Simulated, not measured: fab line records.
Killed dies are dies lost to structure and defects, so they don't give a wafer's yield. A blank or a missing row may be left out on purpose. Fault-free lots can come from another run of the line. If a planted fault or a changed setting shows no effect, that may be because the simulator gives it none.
fab line records ; flow sky130
[record] lots = 12; wafers = 36; last-day = 50
route steps=708 shown VIA2@519 CAPM@551
lots that met no fault: taken from a fault-free run of the same line
start-h: hours from the record's first day to the start of the lot's first wafer shown ; wait-h: hours from the lot's prior step to this one ; " repeats the value in the row above ; L1.1+2: a row that stands for several wafers ; - value missing, or start not given ; * or withheld: withheld ; < > ~ a bound
route shown NAME@n: NAME is a module with steps in the file, n the number in the route of the first one ; usual: mean/standard deviation taken from wafers without a fault ; same: alike in all rows ; chamber/n: place in a boat ; sites: readings site by site ; _std_site: the standard deviation of these ; _edge_site: outer sites' mean less inner sites' ; radius-mm: how far each site lies from the wafer's centre ; mask NAME#n: copy n ; behind: the most recent tool/chamber to have shaped the wafer ; hold: reason for holding the lot/hours on hold/outcome of the hold ; device: names the non-switching transistor (n, p or np) ; end of line: the route-end tests of the same wafers ; a step without rows: its recipe alone ; killed: at the first sort, the dies lost to defects and structure; wafer yield is something else ; map: per-die view of a wafer (x killed, . not killed, _ where there is no die)
set.NAME: the run value of the setting; set.NAME@STEP: its run value at that earlier step ; model.NAME: the simulator's own value behind a step, which no gauge read
steps of the route over a sample of lots; a table a step, a row a wafer
services: from which hour (start-h, from the record's first day; less than 0 if before it) a tool's chamber was out of use, for how many hours, and why
[[steps]]
[step SKY_VIA2_CD_MEAS_12]
[recipe] target-cd-nm = 200
[usual] cd-nm = 200.3/1.3
lot.wafer;tool;chamber;start-h;wait-h;cd-nm
L285.1;cd-sem-02;-;846.75;-;199.6
L285.3;cd-sem-02;-;846.75;-;201.5
L285.6;cd-sem-02;-;846.75;-;201.5
L286.1;cd-sem-02;-;850.83;-;199.3
L286.3;cd-sem-02;-;850.83;-;197.9
L286.6;cd-sem-02;-;850.83;-;199.3
L288.1;cd-sem-02;-;878.85;-;201.5
L288.2;cd-sem-02;-;878.85;-;200.3
L288.5;cd-sem-02;-;878.85;-;199.4
L292.1;cd-sem-01;-;914.05;-;202.9
L292.2;cd-sem-01;-;914.05;-;202.1
L292.6;cd-sem-01;-;914.05;-;201.0
L293.1;cd-sem-01;-;916.93;-;200.2
L293.2;cd-sem-01;-;916.93;-;199.8
L293.3;cd-sem-01;-;916.93;-;199.0
L294.3;cd-sem-01;-;921.22;-;202.4
L294.4;cd-sem-01;-;921.22;-;199.3
L294.5;cd-sem-01;-;921.22;-;200.0
L300.3;cd-sem-01;-;971.12;-;200.6
L300.4;cd-sem-01;-;971.12;-;200.3
L300.5;cd-sem-01;-;971.12;-;201.8
L304.2;cd-sem-02;-;987.54;-;200.7
L304.5;cd-sem-02;-;987.54;-;201.9
L304.6;cd-sem-02;-;987.54;-;201.8
L306.2;cd-sem-01;-;1000.44;-;198.7
L306.4;cd-sem-01;-;1000.44;-;197.6
L306.5;cd-sem-01;-;1000.44;-;197.7
L305.1;cd-sem-02;-;1004.93;-;198.6
L305.4;cd-sem-02;-;1004.93;-;199.4
L305.5;cd-sem-02;-;1004.93;-;199.5
L308.3;cd-sem-02;-;1011.94;-;202.3
L308.4;cd-sem-02;-;1011.94;-;201.2
L308.6;cd-sem-02;-;1011.94;-;200.3
L307.1;cd-sem-01;-;1012.57;-;198.4
L307.5;cd-sem-01;-;1012.57;-;198.3
L307.6;cd-sem-01;-;1012.57;-;198.5
[step SKY_VIA2_SPUTTER_20]
[recipe] material = TiN; target-thk-nm = 20; chamber-pressure-pa = 5; power-w = 4000; time-s = 80
[usual] throttle-valve-pct = 30.0/0.82
lot.wafer;tool;chamber;start-h;wait-h;throttle-valve-pct
L285.1;pvd-sputter-04;-;847.68;0.0;29.9
L285.3;pvd-sputter-04;-;847.68;0.0;28.6
L285.6;pvd-sputter-04;-;847.68;0.0;30.8
L286.1;pvd-sputter-04;-;851.70;0.0;30.9
L286.3;pvd-sputter-04;-;851.70;0.0;28.5
L286.6;pvd-sputter-04;-;851.70;0.0;29.9
L288.1;pvd-sputter-01;-;879.70;0.0;29.1
L288.2;pvd-sputter-01;-;879.70;0.0;29.1
L288.5;pvd-sputter-01;-;879.70;0.0;31.7
L292.1;pvd-sputter-04;-;914.91;0.0;28.9
L292.2;pvd-sputter-04;-;914.91;0.0;31.0
L292.6;pvd-sputter-04;-;914.91;0.0;30.8
L293.1;pvd-sputter-03;-;917.78;0.0;30.4
L293.2;pvd-sputter-03;-;917.78;0.0;29.7
L293.3;pvd-sputter-03;-;917.78;0.0;29.1
L294.3;pvd-sputter-03;-;922.03;0.0;29.9
L294.4;pvd-sputter-03;-;922.03;0.0;30.6
L294.5;pvd-sputter-03;-;922.03;0.0;29.9
L300.3;pvd-sputter-03;-;971.97;0.0;30.4
L300.4;pvd-sputter-03;-;971.97;0.0;30.0
L300.5;pvd-sputter-03;-;971.97;0.0;29.0
L304.2;pvd-sputter-03;-;988.48;0.0;30.5
L304.5;pvd-sputter-03;-;988.48;0.0;29.1
L304.6;pvd-sputter-03;-;988.48;0.0;29.8
L306.2;pvd-sputter-01;-;1001.27;0.0;29.5
L306.4;pvd-sputter-01;-;1001.27;0.0;29.0
L306.5;pvd-sputter-01;-;1001.27;0.0;31.8
L305.1;pvd-sputter-04;-;1005.78;0.0;30.1
L305.4;pvd-sputter-04;-;1005.78;0.0;29.8
L305.5;pvd-sputter-04;-;1005.78;0.0;29.6
L308.3;pvd-sputter-04;-;1012.76;0.0;29.9
L308.4;pvd-sputter-04;-;1012.76;0.0;31.2
L308.6;pvd-sputter-04;-;1012.76;0.0;30.8
L307.1;pvd-sputter-03;-;1013.46;0.0;30.0
L307.5;pvd-sputter-03;-;1013.46;0.0;29.1
L307.6;pvd-sputter-03;-;1013.46;0.0;30.4
[step SKY_VIA2_CVD_21]
[recipe] material = W; target-thk-nm = 420; time-s = 126.4; temp-c = 400; pressure-torr = 40
[usual] heater-power-w = 910/48
lot.wafer;tool;chamber;start-h;wait-h;heater-power-w
L285.1;cvd-w-02;1;847.74;0.0;952
L285.3;cvd-w-02;0;847.74;0.0;884
L285.6;cvd-w-02;0;847.74;0.0;917
L286.1;cvd-w-02;0;851.76;0.0;909
L286.3;cvd-w-02;0;851.76;0.0;903
L286.6;cvd-w-02;0;851.76;0.0;902
L288.1;cvd-w-02;0;879.76;0.0;915
L288.2;cvd-w-02;1;879.76;0.0;905
L288.5;cvd-w-02;1;879.76;0.0;956
L292.1;cvd-w-02;0;914.97;0.0;903
L292.2;cvd-w-02;1;914.97;0.0;958
L292.6;cvd-w-02;0;914.97;0.0;903
L293.1;cvd-w-02;0;917.84;0.0;896
L293.2;cvd-w-02;1;917.84;0.0;915
L293.3;cvd-w-02;1;917.84;0.0;948
L294.3;cvd-w-01;1;922.14;0.1;833
L294.4;cvd-w-01;0;922.14;0.1;857
L294.5;cvd-w-01;1;922.14;0.1;803
L300.3;cvd-w-02;0;972.08;0.1;918
L300.4;cvd-w-02;1;972.08;0.1;946
L300.5;cvd-w-02;0;972.08;0.1;927
L304.2;cvd-w-02;1;988.54;0.0;932
L304.5;cvd-w-02;0;988.54;0.0;919
L304.6;cvd-w-02;1;988.54;0.0;958
L306.2;cvd-w-02;0;1001.33;0.0;919
L306.4;cvd-w-02;1;1001.33;0.0;955
L306.5;cvd-w-02;1;1001.33;0.0;932
L305.1;cvd-w-02;0;1005.84;0.0;925
L305.4;cvd-w-02;0;1005.84;0.0;949
L305.5;cvd-w-02;0;1005.84;0.0;930
L308.3;cvd-w-02;0;1012.86;0.1;918
L308.4;cvd-w-02;1;1012.86;0.1;973
L308.6;cvd-w-02;0;1012.86;0.1;914
L307.1;cvd-w-01;1;1013.52;0.0;816
L307.5;cvd-w-01;0;1013.52;0.0;871
L307.6;cvd-w-01;1;1013.52;0.0;795
[step SKY_CAPM_STRIP_14]
[recipe] chemistry = O2/N2; power-w = 1400; pressure-mtorr = 1500; platen-temp-c = withheld; o2-flow-sccm = 3000; n2-flow-sccm = 300; overash-fraction = 0.5
[usual] chamber-pressure-mTorr = 1500.0/1.4; drypump-motor-current-A = 5.6/0.42; o2-flow-sccm = 3001/9.3; oes-product-au = 0.710/0.0044; strip-time-to-endpoint-s = 12.64/0.042
lot.wafer;tool;chamber;start-h;wait-h;chamber-pressure-mTorr;drypump-motor-current-A;o2-flow-sccm;oes-product-au;rf-hours-counter-h;strip-time-to-endpoint-s
L285.1;plasma-asher-01;1;874.38;0.1;1500.0;6.1;2999;0.708;44;12.71
L285.3;plasma-asher-01;0;874.38;0.1;1498.1;5.3;3006;0.706;-;12.69
L285.6;plasma-asher-01;0;874.38;0.1;1498.4;5.3;3005;0.705;-;12.66
L286.1;plasma-asher-03;0;877.88;0.1;1498.6;5.6;3000;0.703;73;12.59
L286.3;plasma-asher-03;0;877.88;0.1;1500.4;5.6;3006;0.709;-;12.58
L286.6;plasma-asher-03;0;877.88;0.1;1499.6;5.6;3010;0.713;-;12.60
L288.1;plasma-asher-01;0;906.36;0.1;1499.9;5.3;3009;0.711;47;12.66
L288.2;plasma-asher-01;1;906.36;0.1;1500.7;6.1;2994;0.713;47;12.63
L288.5;plasma-asher-01;0;906.36;0.1;1498.3;5.3;3002;0.716;-;12.65
L292.1;plasma-asher-01;0;940.31;0.1;1499.6;5.4;3608;0.705;51;12.57
L292.2;plasma-asher-01;1;940.31;0.1;1498.6;6.1;3611;0.712;51;12.57
L292.6;plasma-asher-01;0;940.31;0.1;1498.6;5.4;3606;0.712;-;12.55
L293.1;plasma-asher-01;1;943.05;0.1;1498.7;6.1;3618;0.712;51;12.51
L293.2;plasma-asher-01;0;943.05;0.1;1501.1;5.3;3610;0.714;51;12.51
L293.3;plasma-asher-01;1;943.05;0.1;1502.1;6.1;3592;0.714;-;12.56
L294.3;plasma-asher-01;1;947.38;0.1;1499.7;6.1;3584;0.706;-;12.58
L294.4;plasma-asher-01;0;947.38;0.1;1499.8;5.4;3590;0.714;-;12.53
L294.5;plasma-asher-01;1;947.38;0.1;1499.9;6.1;3587;0.710;-;12.50
L300.3;plasma-asher-03;1;998.12;0.1;1497.6;5.1;3016;0.714;-;12.61
L300.4;plasma-asher-03;0;998.12;0.1;1501.5;5.6;2994;0.713;-;12.65
L300.5;plasma-asher-03;1;998.12;0.1;1501.0;5.1;3002;0.720;-;12.65
L304.2;plasma-asher-02;0;1011.85;0.1;1501.0;5.4;2997;0.712;122;12.70
L304.5;plasma-asher-02;0;1011.85;0.1;1501.4;5.3;3007;0.711;-;12.71
L304.6;plasma-asher-02;1;1011.85;0.1;1499.1;6.4;3004;0.713;-;12.69
L306.2;plasma-asher-02;1;1025.10;0.1;1503.0;6.3;2996;0.711;124;12.60
L306.4;plasma-asher-02;0;1025.10;0.1;1498.7;5.3;3018;0.713;-;12.62
L306.5;plasma-asher-02;0;1025.10;0.1;1497.4;5.4;3003;0.711;-;12.65
L305.1;plasma-asher-03;0;1028.90;0.1;1502.5;5.6;2995;0.709;88;12.62
L305.4;plasma-asher-03;1;1028.90;0.1;1500.2;5.1;2982;0.718;-;12.63
L305.5;plasma-asher-03;1;1028.90;0.1;1498.8;5.1;3001;0.706;-;12.55
L308.3;plasma-asher-03;1;1035.60;0.1;1501.0;5.1;3015;0.712;-;12.62
L308.4;plasma-asher-03;0;1035.60;0.1;1501.1;5.6;3006;0.715;-;12.61
L308.6;plasma-asher-03;1;1035.60;0.1;1499.6;5.1;2998;0.707;-;12.66
L307.1;plasma-asher-01;1;1036.13;0.1;1503.7;6.1;2991;0.708;60;12.64
L307.5;plasma-asher-01;0;1036.13;0.1;1499.6;5.4;2995;0.721;-;12.65
L307.6;plasma-asher-01;1;1036.13;0.1;1500.9;6.1;2993;0.704;-;12.67
[[services]]
tool;chamber;start-h;hours;kind
plasma-asher-03;-;840.00;4.4;repair
plasma-asher-01;-;862.54;3.6;repair
cvd-w-01;0;874.29;14.7;repair
cvd-w-01;1;875.63;6.7;repair
pvd-sputter-03;-;878.35;8.0;repair
plasma-asher-03;-;880.70;2.3;repair
pvd-sputter-03;-;898.38;2.3;repair
cvd-w-01;-;904.00;14.0;pm
cvd-w-01;0;904.00;14.0;vent-cycle
cvd-w-01;1;904.00;14.0;vent-cycle
cvd-w-01;0;918.00;-;clean
pvd-sputter-03;-;932.08;5.2;repair
plasma-asher-01;-;938.11;1.0;repair
pvd-sputter-01;-;953.33;2.4;repair
plasma-asher-03;-;956.70;2.8;pm
pvd-sputter-03;-;958.48;1.5;repair
pvd-sputter-03;-;981.05;1.1;repair
cvd-w-01;-;985.31;6.0;pm
pvd-sputter-01;-;986.96;1.9;repair
pvd-sputter-01;-;991.91;1.4;repair
plasma-asher-01;-;1000.97;6.9;repair
pvd-sputter-03;-;1017.64;4.7;repair
pvd-sputter-04;-;1030.74;2.0;repair
pvd-sputter-04;-;1030.76;1.6;repair
[[key]]
[first-sign] step = SKY_CAPM_STRIP_14; reading = o2-flow-sccm; direction = up; sigmas = 65; usual = 3001; struck = 3601
[effect] step = SKY_CAPM_STRIP_14; reading = strip-time-to-endpoint-s; direction = down; sigmas = 2.4; usual = *; struck = *
met-at SKY_CAPM_STRIP_14
struck-lots L292,L293,L294
not-acting-at SKY_VIA2_CD_MEAS_12,SKY_VIA2_SPUTTER_20,SKY_VIA2_CVD_21
onset-between 906.36 940.31
[fault] kind = process-parameter-drift; tool = plasma-asher-01; chamber = -; onset-h = 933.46; steps = SKY_CAPM_STRIP_14; channel = o2-flow-sccm; offset = 600; shape = step; end-h = 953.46; acts-in = these-recipes-only; stated = 3000
